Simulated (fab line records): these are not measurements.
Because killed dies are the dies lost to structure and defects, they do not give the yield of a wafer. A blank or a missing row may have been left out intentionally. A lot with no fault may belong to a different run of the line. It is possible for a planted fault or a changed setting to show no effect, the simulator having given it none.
fab line records -- flow sky130
[record] lots = 11, wafers = 33, lastDay = 50
route steps=708 shown VT_ADJUST_NCORE@129 SONOS_ONO@181 GATE_OXIDE@188 PAD_OPEN@708
lots untouched by any fault: they come from a run of this same line in which no faults occurred
startH: hours from the record's first day to the start of the lot's first wafer shown -- waitH: how many hours have passed since the lot's step before this one -- " the same as in the row above -- L1.1+2: one row covering several wafers at once -- - either no value or no given start -- * or withheld: withheld -- < > ~ a bound
route shown NAME@n: names a module that has steps shown in the file, with the first one's number in the route -- usual: average and standard deviation across the fault-free wafers -- same: alike in all rows -- chamber/n: place in a boat -- sites: the reading at each site -- _std_site: standard deviation across them -- _edge_site: inner sites' mean taken away from outer sites' mean -- radiusMm: how far each site lies from the wafer's centre -- mask NAME#n: copy n -- behind: the tool/chamber that last shaped the wafer -- hold: cause of the lot's hold/its duration in hours/its outcome -- device: the n, p or np transistor that did not switch -- end of line: the route-end tests of the same wafers -- a step given without rows: its recipe and nothing more -- killed: dies lost to structure and defects at the first sort, not the wafer's yield -- map: a wafer's dies, marking killed ones x, the rest . and places with no die _
set.NAME: the run value of the setting; set.NAME@STEP: its run value at that earlier step -- model.NAME: the simulator's own value behind a step, which no gauge read
one table for each step of the route and one row for each wafer, over a sample of lots
services: when a tool's chamber went out of use (startH, in hours from the record's first day, below 0 if earlier), for how many hours, and the reason
[[steps]]
[step SKY_VT_ADJUST_NCORE_STRIP_10]
[recipe] chemistry = O2/N2, powerW = 1400, pressureMtorr = 1500, platenTempC = withheld, o2FlowSccm = 3000, n2FlowSccm = 300, overashFraction = 0.5
[usual] drypumpMotorCurrentA = 5.7/0.36, oesProductAu = 0.715/0.0044, stripTimeToEndpointS = 14.21/0.038
lot.wafer,tool,chamber,startH,waitH,drypumpMotorCurrentA,oesProductAu,rfHoursCounterH,stripTimeToEndpointS
L331.2,plasmaAsher-04,1,185.72,0.1,5.8,0.716,52,14.21
L331.3,plasmaAsher-04,1,185.72,0.1,5.7,0.720,-,14.18
L331.4,plasmaAsher-04,0,185.72,0.1,5.5,0.721,-,14.15
L332.2,plasmaAsher-03,1,189.02,0.1,5.4,0.721,48,14.28
L332.3,plasmaAsher-03,0,189.02,0.1,5.4,0.721,-,14.23
L332.4,plasmaAsher-03,1,189.02,0.1,5.4,0.715,-,14.27
L337.3,plasmaAsher-02,1,224.14,0.1,5.9,0.712,-,14.23
L337.5,plasmaAsher-02,1,224.14,0.1,5.9,0.721,-,14.27
L337.6,plasmaAsher-02,0,224.14,0.1,6.4,0.711,-,14.22
L338.2,plasmaAsher-04,1,238.19,0.1,5.7,0.719,58,14.17
L338.5,plasmaAsher-04,0,238.19,0.1,5.5,0.713,-,14.14
L338.6,plasmaAsher-04,1,238.19,0.1,5.7,0.718,-,14.14
L339.1,plasmaAsher-04,1,244.92,0.1,5.7,0.711,59,14.18
L339.2,plasmaAsher-04,0,244.92,0.1,5.6,0.718,59,14.17
L339.3,plasmaAsher-04,0,244.92,0.1,5.6,0.714,-,14.18
L341.1,plasmaAsher-03,0,255.42,0.1,5.4,0.714,55,14.30
L341.2,plasmaAsher-03,1,255.42,0.1,5.4,0.713,55,14.22
L341.3,plasmaAsher-03,0,255.42,0.1,5.4,0.733,-,14.27
L342.1,plasmaAsher-04,0,263.67,0.1,5.6,0.718,61,14.22
L342.3,plasmaAsher-04,1,263.67,0.1,5.8,0.713,-,14.20
L342.4,plasmaAsher-04,0,263.67,0.1,5.5,0.710,-,14.22
L343.1,plasmaAsher-03,0,270.92,0.1,5.4,0.712,56,14.23
L343.3,plasmaAsher-03,0,270.92,0.1,5.4,0.712,-,14.24
L343.6,plasmaAsher-03,1,270.92,0.1,5.5,0.710,-,14.21
L350.3,plasmaAsher-03,1,321.38,0.1,5.4,0.710,-,14.28
L350.4,plasmaAsher-03,0,321.38,0.1,5.4,0.710,-,14.24
L350.5,plasmaAsher-03,0,321.38,0.1,5.4,0.717,-,14.28
L353.2,plasmaAsher-03,0,342.87,0.1,5.4,0.714,63,14.26
L353.3,plasmaAsher-03,0,342.87,0.1,5.4,0.715,-,14.24
L353.5,plasmaAsher-03,0,342.87,0.1,5.4,0.717,-,14.21
L354.1,plasmaAsher-02,1,350.82,0.1,5.9,0.718,48,14.18
L354.5,plasmaAsher-02,1,350.82,0.1,5.9,0.720,-,14.20
L354.6,plasmaAsher-02,0,350.82,0.1,6.4,0.715,-,14.19
[step SKY_SONOS_ONO_CD_MEAS_13]
[recipe] targetCdNm = 410
[usual] cdNm = 409.7/2.5
lot.wafer,tool,chamber,startH,waitH,cdNm
L331.2,cdSem-01,-,283.31,0.1,409.2
L331.3,cdSem-01,-,283.31,0.1,407.6
L331.4,cdSem-01,-,283.31,0.1,410.7
L332.2,cdSem-02,-,286.61,0.1,409.9
L332.3,cdSem-02,-,286.61,0.1,408.3
L332.4,cdSem-02,-,286.61,0.1,409.6
L337.3,cdSem-01,-,329.31,0.1,411.1
L337.5,cdSem-01,-,329.31,0.1,411.1
L337.6,cdSem-01,-,329.31,0.1,411.6
L338.2,cdSem-01,-,345.89,0.1,408.2
L338.5,cdSem-01,-,345.89,0.1,409.0
L338.6,cdSem-01,-,345.89,0.1,406.3
L339.1,cdSem-02,-,353.54,0.1,406.0
L339.2,cdSem-02,-,353.54,0.1,406.2
L339.3,cdSem-02,-,353.54,0.1,405.3
L341.1,cdSem-02,-,366.84,0.1,406.9
L341.2,cdSem-02,-,366.84,0.1,407.1
L341.3,cdSem-02,-,366.84,0.1,405.9
L342.1,cdSem-02,-,375.32,0.1,410.2
L342.3,cdSem-02,-,375.32,0.1,409.8
L342.4,cdSem-02,-,375.32,0.1,409.6
L343.1,cdSem-01,-,386.94,0.1,408.2
L343.3,cdSem-01,-,386.94,0.1,406.9
L343.6,cdSem-01,-,386.94,0.1,409.1
L350.3,cdSem-02,-,443.81,0.1,407.6
L350.4,cdSem-02,-,443.81,0.1,408.6
L350.5,cdSem-02,-,443.81,0.1,409.2
L353.2,cdSem-02,-,466.14,0.1,416.1
L353.3,cdSem-02,-,466.14,0.1,414.3
L353.5,cdSem-02,-,466.14,0.1,413.8
L354.1,cdSem-02,-,472.12,0.1,411.4
L354.5,cdSem-02,-,472.12,0.1,409.4
L354.6,cdSem-02,-,472.12,0.1,411.5
[step SKY_SONOS_ONO_ETCH_15]
[recipe] targetDepthNm = 19.52, chemistry = CHF3/O2, sourceW = 600, biasW = 200, pressureMtorr = 40, chf3FlowSccm = 50, O2_flow_sccm = 5, timeS = 7.8
[usual] chf3FlowSccm = 49.99/0.15, drypumpMotorCurrentA = 5.6/0.47, oesProductAu = 0.998/0.0078, throttleValvePct = 8.825/0.0099
lot.wafer,tool,chamber,startH,waitH,chf3FlowSccm,drypumpMotorCurrentA,oesProductAu,rfHoursCounterH,throttleValvePct
L331.2,rieDiel-03,0,283.44,0.0,49.86,6.0,0.999,93,8.804
L331.3,rieDiel-03,3,283.44,0.0,49.78,5.9,0.998,11,8.833
L331.4,rieDiel-03,1,283.44,0.0,49.83,4.8,1.005,5,8.821
L332.2,rieDiel-03,0,286.74,0.0,50.04,6.0,0.998,93,8.843
L332.3,rieDiel-03,1,286.74,0.0,50.02,4.8,1.000,5,8.833
L332.4,rieDiel-03,2,286.74,0.0,49.78,6.3,0.988,6,8.834
L337.3,rieDiel-04,3,329.42,0.0,50.21,5.0,1.003,88,8.841
L337.5,rieDiel-04,0,329.42,0.0,49.85,5.4,1.003,-,8.842
L337.6,rieDiel-04,3,329.42,0.0,50.36,5.0,1.002,-,8.818
L338.2,rieDiel-03,1,346.02,0.0,50.12,4.8,1.001,7,8.820
L338.5,rieDiel-03,0,346.02,0.0,49.94,6.0,0.998,-,8.812
L338.6,rieDiel-03,3,346.02,0.0,50.00,6.0,1.008,-,8.797
L339.1,rieDiel-03,1,353.69,0.0,50.03,4.8,0.990,7,8.814
L339.2,rieDiel-03,3,353.69,0.0,50.05,6.0,0.989,12,8.820
L339.3,rieDiel-03,0,353.69,0.0,49.81,6.0,0.985,95,8.827
L341.1,rieDiel-04,1,366.99,0.0,50.02,5.6,0.998,63,8.815
L341.2,rieDiel-04,3,366.99,0.0,49.97,5.0,1.005,89,8.818
L341.3,rieDiel-04,0,366.99,0.0,50.14,5.3,1.006,35,8.823
L342.1,rieDiel-03,0,375.47,0.0,49.84,6.0,0.995,95,8.825
L342.3,rieDiel-03,3,375.47,0.0,49.94,5.9,0.999,13,8.828
L342.4,rieDiel-03,1,375.47,0.0,50.02,4.8,1.006,7,8.821
L343.1,rieDiel-04,3,387.09,0.0,49.67,5.0,0.993,89,8.833
L343.3,rieDiel-04,1,387.09,0.0,49.98,5.6,0.989,63,8.820
L343.6,rieDiel-04,1,387.09,0.0,49.91,5.6,0.991,-,8.820
L350.3,rieDiel-04,0,443.92,0.0,49.88,5.3,1.000,36,8.834
L350.4,rieDiel-04,3,443.92,0.0,50.15,5.0,0.999,90,8.827
L350.5,rieDiel-04,3,443.92,0.0,49.81,5.0,1.006,-,8.845
L353.2,rieDiel-03,2,466.27,0.0,50.03,6.4,0.991,9,8.805
L353.3,rieDiel-03,0,466.27,0.0,49.86,6.0,0.987,97,8.829
L353.5,rieDiel-03,3,466.27,0.0,49.85,6.0,0.996,-,8.813
L354.1,rieDiel-02,0,472.27,0.0,49.87,5.8,1.002,6,8.823
L354.5,rieDiel-02,1,472.27,0.0,50.02,5.4,1.002,-,8.828
L354.6,rieDiel-02,2,472.27,0.0,49.91,5.9,0.992,-,8.835
[step SKY_GATE_OXIDE_OXIDATION_01]
[recipe] tempC = 900, ambient = O2, stabiliseS = 600, purgeS = 300, targetThkA = 102.68, oxTimeS = 1473
[usual] spikeTcCentreC = 900.9/1.1, spikeTcTopC = 909.9/2.5, spikeTcUpperC = 898.7/1, zonePowerCentrePct = 18.0/0.36
lot.wafer,tool,chamber,startH,waitH,spikeTcCentreC,spikeTcTopC,spikeTcUpperC,zonePowerCentrePct
L331.2,furnace-02,0,284.83,1.1,900.6,912.5,899.2,17.5
L331.3,furnace-02,0,284.83,1.1,901.5,914.1,900.5,17.5
L331.4,furnace-02,0,284.83,1.1,898.5,912.2,899.0,17.4
L332.2,furnace-01,0,289.02,2.0,900.7,909.8,900.2,18.3
L332.3,furnace-01,0,289.02,2.0,901.3,907.6,900.3,18.0
L332.4,furnace-01,0,289.02,2.0,900.6,909.8,898.9,18.3
L337.3,furnace-01,0,330.33,0.6,900.9,910.4,898.4,18.5
L337.5,furnace-01,0,330.33,0.6,901.2,909.1,898.8,18.3
L337.6,furnace-01,0,330.33,0.6,902.1,907.4,898.5,18.2
L338.2,furnace-01,0,352.63,6.3,900.9,909.9,899.0,18.3
L338.5,furnace-01,0,352.63,6.3,903.4,907.0,898.5,18.4
L338.6,furnace-01,0,352.63,6.3,900.4,907.3,898.0,18.6
L339.1,furnace-01,0,360.99,6.9,900.1,910.4,899.5,18.0
L339.2,furnace-01,0,360.99,6.9,899.6,907.2,899.9,18.0
L339.3,furnace-01,0,360.99,6.9,901.5,910.0,898.6,18.2
L341.1,furnace-01,0,370.84,3.5,901.6,909.4,897.5,18.0
L341.2,furnace-01,0,370.84,3.5,901.0,908.5,896.6,18.2
L341.3,furnace-01,0,370.84,3.5,900.0,907.2,900.3,18.1
L342.1,furnace-01,0,384.68,8.9,900.1,909.4,898.4,17.9
L342.3,furnace-01,0,384.68,8.9,900.7,908.4,898.3,18.4
L342.4,furnace-01,0,384.68,8.9,901.2,909.1,899.1,18.0
L343.1,furnace-01,0,394.40,6.9,901.9,908.6,899.6,18.1
L343.3,furnace-01,0,394.40,6.9,903.5,908.2,899.6,18.0
L343.6,furnace-01,0,394.40,6.9,901.2,908.6,899.3,18.4
L350.3,furnace-02,0,444.25,0.0,900.1,913.8,899.1,17.2
L350.4,furnace-02,0,444.25,0.0,900.0,914.8,899.0,17.6
L350.5,furnace-02,0,444.25,0.0,900.8,912.3,900.1,17.6
L353.2,furnace-02,0,467.86,1.3,900.7,915.7,897.6,18.0
L353.3,furnace-02,0,467.86,1.3,900.3,912.9,898.8,17.6
L353.5,furnace-02,0,467.86,1.3,898.4,914.8,898.6,17.5
L354.1,furnace-02,0,472.64,0.0,899.8,915.3,898.1,17.4
L354.5,furnace-02,0,472.64,0.0,899.7,914.8,899.3,17.1
L354.6,furnace-02,0,472.64,0.0,899.4,913.7,899.4,17.6
[step SKY_GATE_OXIDE_THK_MEAS_02]
[recipe] reads = SiO2_of_GATE_OXIDE_OXIDATION_01
[usual] GATE_OXIDE_OXIDATION_00_THK = 10.21/0.19
lot.wafer,tool,chamber,startH,waitH,hold,GATE_OXIDE_OXIDATION_00_THK[nm]
L331.2,filmMetro-02,-,286.25,0.0,-,10.03
L331.3,filmMetro-02,-,286.25,0.0,-,10.11
L331.4,filmMetro-02,-,286.25,0.0,-,10.17
L332.2,filmMetro-02,-,290.44,0.0,-,10.17
L332.3,filmMetro-02,-,290.44,0.0,-,10.24
L332.4,filmMetro-02,-,290.44,0.0,-,10.25
L337.3,filmMetro-01,-,331.76,0.0,-,9.87
L337.5,filmMetro-01,-,331.76,0.0,-,10.17
L337.6,filmMetro-01,-,331.76,0.0,-,9.75
L338.2,filmMetro-01,-,354.05,0.0,-,10.40
L338.5,filmMetro-01,-,354.05,0.0,-,10.29
L338.6,filmMetro-01,-,354.05,0.0,-,10.16
L339.1,filmMetro-04,-,362.40,0.0,-,10.33
L339.2,filmMetro-04,-,362.40,0.0,-,10.23
L339.3,filmMetro-04,-,362.40,0.0,-,10.36
L341.1,filmMetro-01,-,372.24,0.0,awaitDispo/0.2h/release,5.79
L341.2,filmMetro-01,-,372.24,0.0,awaitDispo/0.2h/release,5.64
L341.3,filmMetro-01,-,372.24,0.0,awaitDispo/0.2h/release,5.75
L341.1,filmMetro-01,-,372.47,0.2,-,5.75
L341.2,filmMetro-01,-,372.47,0.2,-,5.64
L341.3,filmMetro-01,-,372.47,0.2,-,5.73
L342.1,filmMetro-04,-,386.09,0.0,awaitDispo/0.2h/release,5.84
L342.3,filmMetro-04,-,386.09,0.0,awaitDispo/0.2h/release,5.78
L342.4,filmMetro-04,-,386.09,0.0,awaitDispo/0.2h/release,5.88
L342.1,filmMetro-04,-,386.32,0.2,-,5.80
L342.3,filmMetro-04,-,386.32,0.2,-,5.80
L342.4,filmMetro-04,-,386.32,0.2,-,5.91
L343.1,filmMetro-01,-,395.81,0.0,awaitDispo/0.2h/release,5.38
L343.3,filmMetro-01,-,395.81,0.0,awaitDispo/0.2h/release,5.49
L343.6,filmMetro-01,-,395.81,0.0,awaitDispo/0.2h/release,5.44
L343.1,filmMetro-01,-,396.04,0.2,-,5.38
L343.3,filmMetro-01,-,396.04,0.2,-,5.38
L343.6,filmMetro-01,-,396.04,0.2,-,5.51
L350.3,filmMetro-04,-,445.67,0.0,-,10.21
L350.4,filmMetro-04,-,445.67,0.0,-,10.32
L350.5,filmMetro-04,-,445.67,0.0,-,10.10
L353.2,filmMetro-02,-,469.28,0.0,-,10.08
L353.3,filmMetro-02,-,469.28,0.0,-,10.24
L353.5,filmMetro-02,-,469.28,0.0,-,10.35
L354.1,filmMetro-01,-,474.05,0.0,-,10.19
L354.5,filmMetro-01,-,474.05,0.0,-,10.36
L354.6,filmMetro-01,-,474.05,0.0,-,10.15
[step SKY_PAD_OPEN_PROBE_99]
[usual] killed_at_M0_to_M3 = 44/8.6, killed_at_M4_up = 3.4/1.9, killedAtContacts = 23/5.7, killedAtFrontEnd = 15/4.5, killedAtOther = 0.4/0.62, killedDies = 86/11, killedOnRim = 17/4.5, killedOpen = 46/7.6, killedShort = 39/6.3
[same] grossDies = 492, killedAtBackSide = 0
lot.wafer,tool,chamber,startH,waitH,killed_at_M0_to_M3,killed_at_M4_up,killedAtContacts,killedAtFrontEnd,killedAtOther,killedDies,killedOnRim,killedOpen,killedShort
L331.2,prober-02,-,1085.44,0.1,37,5,32,7,1,82,12,42,40
L331.3,prober-02,-,1085.49,0.2,44,4,24,8,0,80,12,37,43
L331.4,prober-02,-,1085.54,0.2,51,7,25,13,0,96,17,50,46
L332.2,prober-01,-,1089.53,0.1,39,4,29,13,0,85,22,47,37
L332.3,prober-01,-,1089.58,0.2,46,2,20,19,0,87,25,49,38
L332.4,prober-01,-,1089.63,0.2,53,3,18,9,1,84,18,51,33
L337.3,prober-02,-,1117.59,0.2,44,3,26,22,1,96,16,55,40
L337.5,prober-02,-,1117.69,0.2,54,3,24,23,0,104,19,61,43
L337.6,prober-02,-,1117.74,0.2,40,0,34,19,2,95,21,53,41
L338.2,prober-01,-,1138.51,0.1,39,5,24,16,0,84,15,44,40
L338.5,prober-01,-,1138.66,0.2,55,5,19,16,0,95,19,47,48
L338.6,prober-01,-,1138.71,0.2,53,2,17,16,1,89,16,54,35
L339.1,prober-01,-,1144.81,0.1,32,3,16,12,0,63,13,34,29
L339.2,prober-01,-,1144.86,0.1,44,5,30,15,1,95,19,46,47
L339.3,prober-01,-,1144.91,0.2,58,2,21,11,0,92,14,53,38
L341.1,prober-02,-,1145.96,0.1,44,2,22,18,0,86,17,51,35
L341.2,prober-02,-,1146.01,0.1,43,3,26,20,0,92,19,54,38
L341.3,prober-02,-,1146.06,0.2,31,1,28,27,0,87,21,53,34
L342.1,prober-01,-,1155.74,0.1,42,5,31,13,2,93,16,43,48
L342.3,prober-01,-,1155.84,0.2,36,3,21,16,0,76,16,32,44
L342.4,prober-01,-,1155.89,0.2,48,1,27,17,1,94,24,58,35
L343.1,prober-02,-,1159.45,0.1,49,6,23,12,1,91,18,45,46
L343.3,prober-02,-,1159.55,0.2,34,1,17,12,0,64,11,40,24
L343.6,prober-02,-,1159.70,0.2,31,0,22,14,0,67,15,39,27
L350.3,prober-01,-,1189.44,0.2,41,5,17,8,0,71,8,33,37
L350.4,prober-01,-,1189.49,0.2,41,3,19,10,0,73,13,33,40
L350.5,prober-01,-,1189.54,0.2,39,3,21,11,0,74,10,43,31
L353.2,prober-02,-,1200.84,0.1,56,0,17,16,0,89,12,45,44
L353.3,prober-02,-,1200.89,0.2,36,3,26,17,0,82,19,46,36
L353.5,prober-02,-,1200.99,0.2,35,2,28,12,0,77,11,43,32
L354.1,prober-01,-,1201.97,0.1,39,6,22,12,0,79,13,42,36
L354.5,prober-01,-,1202.17,0.2,47,3,30,22,1,103,22,57,46
L354.6,prober-01,-,1202.22,0.2,40,2,26,16,0,84,16,46,38
// killed by level:class
L331.2 CONTACT:geometricParticle:open=11 CONTACT:geometricParticle:short=11 VIA1:geometricParticle:open=8 METAL2:geometricParticle:short=6 LI_CONTACT:geometricParticle:open=5 VIA2:geometricParticle:short=5 VIA2:geometricParticle:open=4 VIA3:geometricParticle:open=4
L331.3 CONTACT:geometricParticle:open=10 VIA1:geometricParticle:open=10 VIA1:geometricParticle:short=8 METAL2:geometricParticle:short=6 FIELD_ISO:geometricParticle:short=5 VIA2:geometricParticle:open=5 LOCAL_INTERCONNECT:geometricParticle:short=5 METAL3:geometricParticle:short=4
L331.4 VIA2:geometricParticle:open=10 CONTACT:geometricParticle:open=9 VIA1:geometricParticle:open=9 METAL2:geometricParticle:short=8 POLY_GATE:geometricParticle:short=7 LI_CONTACT:geometricParticle:open=6 VIA1:geometricParticle:short=6 CONTACT:geometricParticle:short=5
L332.2 CONTACT:geometricParticle:open=10 VIA1:geometricParticle:open=8 VIA2:geometricParticle:open=8 LI_CONTACT:geometricParticle:open=6 LOCAL_INTERCONNECT:geometricParticle:short=6 VIA3:geometricParticle:open=6 POLY_GATE:geometricParticle:open=5 CONTACT:geometricParticle:short=5
L332.3 VIA1:geometricParticle:open=12 VIA2:geometricParticle:open=10 CONTACT:geometricParticle:open=7 METAL1:geometricParticle:short=6 POLY_GATE:geometricParticle:short=5 POLY_GATE:geometricParticle:open=5 LI_CONTACT:geometricParticle:open=5 VIA3:geometricParticle:open=5
L332.4 VIA1:geometricParticle:open=13 VIA3:geometricParticle:open=13 CONTACT:geometricParticle:open=11 VIA2:geometricParticle:open=7 VIA3:geometricParticle:short=5 POLY_GATE:geometricParticle:short=3 CONTACT:geometricParticle:short=3 METAL1:geometricParticle:short=3
L337.3 VIA1:geometricParticle:open=13 CONTACT:geometricParticle:open=12 FIELD_ISO:geometricParticle:short=7 FIELD_ISO:geometricParticle:open=6 CONTACT:geometricParticle:short=6 VIA2:geometricParticle:open=6 METAL2:geometricParticle:short=5 VIA3:geometricParticle:open=5
L337.5 CONTACT:geometricParticle:open=12 VIA1:geometricParticle:open=11 VIA2:geometricParticle:open=11 FIELD_ISO:geometricParticle:open=7 LI_CONTACT:geometricParticle:open=7 METAL1:geometricParticle:short=7 VIA1:geometricParticle:short=5 METAL2:geometricParticle:short=5
L337.6 CONTACT:geometricParticle:open=16 LI_CONTACT:geometricParticle:open=9 POLY_GATE:geometricParticle:short=8 VIA1:geometricParticle:open=7 METAL2:geometricParticle:short=7 VIA3:geometricParticle:open=7 VIA2:geometricParticle:open=7 FIELD_ISO:geometricParticle:short=6
L338.2 LI_CONTACT:geometricParticle:open=7 LOCAL_INTERCONNECT:geometricParticle:short=7 CONTACT:geometricParticle:open=6 VIA1:geometricParticle:open=6 VIA2:geometricParticle:open=6 METAL4:geometricParticle:short=5 METAL2:geometricParticle:open=5 VIA2:geometricParticle:short=5
L338.5 VIA1:geometricParticle:open=14 METAL1:geometricParticle:short=8 CONTACT:geometricParticle:open=7 METAL2:geometricParticle:short=7 VIA3:geometricParticle:open=6 METAL4:geometricParticle:short=5 METAL3:geometricParticle:short=5 FIELD_ISO:geometricParticle:open=4
L338.6 VIA1:geometricParticle:open=11 VIA2:geometricParticle:open=9 CONTACT:geometricParticle:open=9 FIELD_ISO:geometricParticle:open=6 METAL2:geometricParticle:short=6 METAL3:geometricParticle:short=6 VIA3:geometricParticle:open=6 VIA2:geometricParticle:short=5
L339.1 CONTACT:geometricParticle:open=6 VIA2:geometricParticle:open=6 LI_CONTACT:geometricParticle:open=5 VIA1:geometricParticle:short=5 VIA1:geometricParticle:open=5 METAL1:geometricParticle:short=4 VIA3:geometricParticle:open=4 FIELD_ISO:geometricParticle:open=3
L339.2 VIA1:geometricParticle:open=10 LI_CONTACT:geometricParticle:open=7 CONTACT:geometricParticle:open=7 VIA2:geometricParticle:open=7 LI_CONTACT:geometricParticle:short=6 LOCAL_INTERCONNECT:geometricParticle:short=5 METAL2:geometricParticle:short=5 POLY_GATE:geometricParticle:open=4
L339.3 VIA3:geometricParticle:open=11 VIA1:geometricParticle:open=11 METAL2:geometricParticle:short=8 LI_CONTACT:geometricParticle:open=8 VIA2:geometricParticle:open=8 METAL1:geometricParticle:short=7 CONTACT:geometricParticle:open=5 FIELD_ISO:geometricParticle:open=4
L341.1 VIA1:geometricParticle:open=14 FIELD_ISO:geometricParticle:open=8 VIA2:geometricParticle:open=8 CONTACT:geometricParticle:short=6 FIELD_ISO:geometricParticle:short=5 CONTACT:geometricParticle:open=5 LI_CONTACT:geometricParticle:open=5 LOCAL_INTERCONNECT:geometricParticle:short=5
L341.2 VIA1:geometricParticle:open=12 CONTACT:geometricParticle:open=8 POLY_GATE:geometricParticle:open=7 VIA2:geometricParticle:open=7 VIA1:geometricParticle:short=6 LI_CONTACT:geometricParticle:open=5 LI_CONTACT:geometricParticle:short=5 METAL2:geometricParticle:short=5
L341.3 CONTACT:geometricParticle:open=9 VIA1:geometricParticle:open=9 FIELD_ISO:geometricParticle:open=7 POLY_GATE:geometricParticle:open=7 LI_CONTACT:geometricParticle:open=7 VIA3:geometricParticle:open=7 CONTACT:geometricParticle:short=6 FIELD_ISO:geometricParticle:short=5
L342.1 CONTACT:geometricParticle:open=10 LI_CONTACT:geometricParticle:open=8 LOCAL_INTERCONNECT:geometricParticle:short=8 METAL2:geometricParticle:short=8 VIA1:geometricParticle:open=7 FIELD_ISO:geometricParticle:short=5 VIA1:geometricParticle:short=5 VIA3:geometricParticle:open=5
L342.3 VIA1:geometricParticle:open=6 CONTACT:geometricParticle:open=6 FIELD_ISO:geometricParticle:short=5 POLY_GATE:geometricParticle:short=5 CONTACT:geometricParticle:short=5 METAL1:geometricParticle:short=5 VIA2:geometricParticle:open=5 FIELD_ISO:geometricParticle:open=4
L342.4 VIA1:geometricParticle:open=12 CONTACT:geometricParticle:open=12 VIA2:geometricParticle:open=8 VIA3:geometricParticle:open=8 FIELD_ISO:geometricParticle:open=6 LOCAL_INTERCONNECT:geometricParticle:short=6 LI_CONTACT:geometricParticle:open=5 METAL2:geometricParticle:short=5
L343.1 LI_CONTACT:geometricParticle:open=9 VIA1:geometricParticle:open=9 METAL1:geometricParticle:short=8 METAL2:geometricParticle:short=7 POLY_GATE:geometricParticle:open=5 CONTACT:geometricParticle:short=4 METAL3:geometricParticle:short=4 VIA3:geometricParticle:short=4
L343.3 VIA1:geometricParticle:open=12 CONTACT:geometricParticle:open=6 VIA2:geometricParticle:open=5 FIELD_ISO:geometricParticle:open=4 CONTACT:geometricParticle:short=4 SPACER:geometricParticle:open=3 LOCAL_INTERCONNECT:geometricParticle:short=3 METAL1:geometricParticle:short=3
L343.6 POLY_GATE:geometricParticle:open=10 CONTACT:geometricParticle:open=10 VIA1:geometricParticle:open=7 VIA1:geometricParticle:short=5 LOCAL_INTERCONNECT:geometricParticle:short=4 CONTACT:geometricParticle:short=4 METAL1:geometricParticle:short=4 VIA2:geometricParticle:short=4
L350.3 VIA1:geometricParticle:short=10 VIA1:geometricParticle:open=10 CONTACT:geometricParticle:short=6 CONTACT:geometricParticle:open=5 VIA3:geometricParticle:open=4 METAL1:geometricParticle:short=4 METAL4:geometricParticle:short=4 POLY_GATE:geometricParticle:open=3
L350.4 CONTACT:geometricParticle:open=7 VIA1:geometricParticle:open=7 METAL3:geometricParticle:short=7 POLY_GATE:geometricParticle:short=5 CONTACT:geometricParticle:short=5 VIA2:geometricParticle:open=5 VIA3:geometricParticle:open=4 METAL1:geometricParticle:short=4
L350.5 VIA1:geometricParticle:open=9 VIA2:geometricParticle:open=8 FIELD_ISO:geometricParticle:open=6 CONTACT:geometricParticle:open=6 LI_CONTACT:geometricParticle:open=5 METAL2:geometricParticle:short=5 VIA3:geometricParticle:open=4 CONTACT:geometricParticle:short=4
L353.2 VIA1:geometricParticle:open=16 VIA1:geometricParticle:short=11 VIA3:geometricParticle:open=6 CONTACT:geometricParticle:open=6 METAL2:geometricParticle:short=5 METAL3:geometricParticle:short=5 VIA3:geometricParticle:short=5 FIELD_ISO:geometricParticle:short=4
L353.3 CONTACT:geometricParticle:open=14 VIA1:geometricParticle:open=9 VIA2:geometricParticle:open=7 FIELD_ISO:geometricParticle:short=5 FIELD_ISO:geometricParticle:open=5 LI_CONTACT:geometricParticle:short=4 LOCAL_INTERCONNECT:geometricParticle:short=4 METAL2:geometricParticle:short=4
L353.5 CONTACT:geometricParticle:open=12 LI_CONTACT:geometricParticle:open=9 VIA1:geometricParticle:open=7 POLY_GATE:geometricParticle:short=5 FIELD_ISO:geometricParticle:short=4 VIA3:geometricParticle:open=4 LI_CONTACT:geometricParticle:short=4 METAL1:geometricParticle:short=4
L354.1 VIA1:geometricParticle:open=11 LI_CONTACT:geometricParticle:open=8 CONTACT:geometricParticle:open=6 METAL4:geometricParticle:short=5 VIA3:geometricParticle:open=5 VIA1:geometricParticle:short=4 METAL2:geometricParticle:short=4 VIA2:geometricParticle:open=4
L354.5 VIA1:geometricParticle:open=14 CONTACT:geometricParticle:open=11 LI_CONTACT:geometricParticle:open=10 FIELD_ISO:geometricParticle:short=7 METAL1:geometricParticle:short=7 METAL2:geometricParticle:short=7 POLY_GATE:geometricParticle:short=5 FIELD_ISO:geometricParticle:open=4
L354.6 VIA1:geometricParticle:open=15 LI_CONTACT:geometricParticle:open=6 CONTACT:geometricParticle:short=6 POLY_GATE:geometricParticle:short=5 LOCAL_INTERCONNECT:geometricParticle:short=5 METAL1:geometricParticle:short=5 VIA3:geometricParticle:open=5 FIELD_ISO:geometricParticle:short=4
[[services]]
tool,chamber,startH,hours,kind
furnace-02,-,171.12,3.3,pm
rieDiel-02,1,171.25,8.7,repair
plasmaAsher-04,-,187.11,1.5,repair
rieDiel-02,1,204.61,69.9,repair
plasmaAsher-03,-,208.25,1.2,repair
rieDiel-02,0,218.62,9.0,repair
furnace-02,-,231.94,2.7,pm
rieDiel-04,1,234.48,36.3,repair
plasmaAsher-03,-,236.83,0.5,repair
rieDiel-03,2,238.19,21.4,repair
rieDiel-03,1,242.28,11.6,repair
plasmaAsher-03,-,274.50,0.9,repair
rieDiel-04,2,290.25,15.3,repair
furnace-01,-,290.43,4.1,pm
furnace-01,-,320.26,3.0,pm
plasmaAsher-04,-,337.86,1.8,repair
rieDiel-04,2,343.14,2.3,repair
furnace-01,-,397.16,11.7,pm
furnace-02,-,409.61,3.5,pm
rieDiel-04,1,414.73,12.9,repair
plasmaAsher-03,-,421.25,9.0,pm
plasmaAsher-03,-,431.08,2.7,repair
plasmaAsher-04,-,441.68,1.2,repair
rieDiel-03,0,445.46,9.3,repair
[[key]]
[firstSign] step = SKY_GATE_OXIDE_THK_MEAS_02, reading = visit, direction = added
[effect] step = SKY_GATE_OXIDE_THK_MEAS_02, reading = GATE_OXIDE_OXIDATION_00_THK, direction = down, sigmas = 24, usual = 10.21, struck = 5.66
metAt SKY_GATE_OXIDE_OXIDATION_01
struckLots L341,L342,L343
testerLeftOut L341,L342,L343
notActingAt SKY_VT_ADJUST_NCORE_STRIP_10,SKY_SONOS_ONO_CD_MEAS_13,SKY_SONOS_ONO_ETCH_15
onsetBetween 360.99 370.84
[fault] kind = processParameterDrift, tool = furnace-01, chamber = -, onsetH = 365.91, steps = SKY_GATE_OXIDE_OXIDATION_01, channel = oxTimeS, offset = *, shape = step, endH = 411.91, actsIn = *, stated = *
// testerLeftOut: of these lots the tester's yield and bins aren't shown, on N5 and GAA mostly nor the transistor test; their killed dies are dies lost to structure and defects alone, not to doping, threshold or leakage, so they don't give the yield
